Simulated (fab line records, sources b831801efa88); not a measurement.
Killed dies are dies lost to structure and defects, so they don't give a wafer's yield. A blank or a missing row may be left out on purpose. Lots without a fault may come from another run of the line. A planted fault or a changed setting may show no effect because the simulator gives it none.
Split-lot experiment | flow sky130 | 5 lots, 23 wafers read, on a route of 708 steps

THE SPLIT
At SKY_NWELL_IMPLANT_11, the setting energy_kev was moved away from the recipe's 400 on 7 of the 23 wafers read, by -5.7% to +4.0%. The other wafers ran this setting at the recipe's value.

FROM THE SPLIT TO THE READING: what the file shows between them, 7 steps
- SKY_NWELL_IMPLANT_12
- SKY_NWELL_IMPLANT_13
- SKY_NWELL_STRIP_14: strips in O2/N2
- SKY_NWELL_IMPLANT_24 (also split here: dose_cm2)
- SKY_NWELL_STRIP_25: strips in O2/N2
- SKY_NWELL_CLEAN_27: cleans in SC1/SC2, time 150 s
- SKY_NWELL_RTA_28: time 30 s

THE READING
NWELL_RS, in ohm/sq, at SKY_NWELL_RS_MEAS_29 (measures by four-point-probe). Fault-free wafers of this fab line usually give 624.9 ohm/sq, standard deviation 1.4 ohm/sq.

wafer  | tool, chamber at the split | energy_kev as run | against the recipe | NWELL_RS, ohm/sq | against lot-mates on the recipe
L075.1 | implanter-04, 0            | 400               | recipe             | 623.4            | -
L075.2 | implanter-04, 0            | 377.4             | -5.7%              | 632.2            | +8.9
L075.3 | implanter-04, 0            | 377.4             | -5.7%              | 633.9            | +10.6
L075.4 | implanter-04, 0            | 400               | recipe             | 623.3            | -
L075.6 | implanter-04, 0            | 400               | recipe             | 623.2            | -
L078.1 | implanter-01, 0            | 415.8             | +4.0%              | 618.8            | -4.1
L078.2 | implanter-01, 0            | 400               | recipe             | 624.6            | -
L078.3 | implanter-01, 0            | 400               | recipe             | 621.6            | -
L078.4 | implanter-01, 0            | 400               | recipe             | 622.4            | -
L078.6 | implanter-01, 0            | 415.8             | +4.0%              | 617.7            | -5.2
L079.2 | implanter-02, 0            | 400               | recipe             | 625.7            | -
L079.3 | implanter-02, 0            | 400               | recipe             | 623.3            | -
L079.4 | implanter-02, 0            | 400               | recipe             | 626.0            | -
L079.5 | implanter-02, 0            | 400               | recipe             | 624.9            | -
L079.6 | implanter-02, 0            | 400               | recipe             | 624.6            | -
L080.1 | implanter-04, 0            | 400               | recipe             | 625.3            | -
L080.5 | implanter-04, 0            | 400               | recipe             | 624.3            | -
L080.6 | implanter-04, 0            | 400               | recipe             | 623.4            | -
L081.1 | implanter-02, 0            | 381.9             | -4.5%              | 632.1            | +8.9
L081.2 | implanter-02, 0            | 381.9             | -4.5%              | 630.3            | +7.0
L081.4 | implanter-02, 0            | 381.9             | -4.5%              | 630.7            | +7.5
L081.5 | implanter-02, 0            | 400               | recipe             | 624.7            | -
L081.6 | implanter-02, 0            | 400               | recipe             | 621.8            | -

THE FIT
A straight line over all 23 wafers: NWELL_RS changes by -1.55 ohm/sq for each +1% of energy_kev; r = -0.96; the points scatter about the line by 1.2 ohm/sq.
The same after taking each lot's own level away (the mean of its wafers on the recipe; 23 wafers): -1.58 ohm/sq for each +1%; r = -0.97; scatter 1.1 ohm/sq.
On that fit, the largest move of energy_kev shifts the reading by 8.9 ohm/sq.
The lots' own levels span 622.87 to 624.90 ohm/sq, that is 1.5 times the standard deviation above.
So the lot-to-lot level changes the slope little: the two slopes agree.
Check: with one of the wafers moved furthest among these (-5.7%) left out of the fit, the line predicts +9.31 ohm/sq for it against its lot-mates. It came out at +8.9 ohm/sq against them.

OTHER SPLITS ON THESE WAFERS
These wafers also went through other splits before the reading. Each is held against what the fit with the lots' levels taken away leaves over:
other split on the same wafers    | wafers away from the commonest value | r with NWELL_RS (lot level and that fit taken away)
SKY_FIELD_ISO_OXIDATION_01 temp_c | 18                                   | +0.14
SKY_FIELD_ISO_ETCH_14 time_s      | 11                                   | -0.06
SKY_PWDE_IMPLANT_08 energy_kev    | 9                                    | -0.16
SKY_NWELL_COAT_05 resist_thk_nm   | 9                                    | +0.21
SKY_NWELL_IMPLANT_24 dose_cm2     | 8                                    | -0.13

THE WHOLE CHAIN: every reading that the file lists as answering this split, in the file's order
step                 | what it does                 | reading                                                         | change (the file's fit)               | r (the file's)
SKY_NWELL_IMPLANT_11 |                              | implant.rp_nm (the simulator's own value, which no gauge read)  | +4.49 nm for each +1% of the setting  | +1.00
SKY_NWELL_IMPLANT_11 |                              | implant.drp_nm (the simulator's own value, which no gauge read) | +0.632 nm for each +1% of the setting | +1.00
SKY_NWELL_RS_MEAS_29 | measures by four-point-probe | NWELL_RS                                                        | -1.6 for each +1% of the setting      | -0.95

THE FILE'S OWN FIT
NWELL_RS changes by -1.6 ohm/sq for each +1% of energy_kev, r = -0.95.
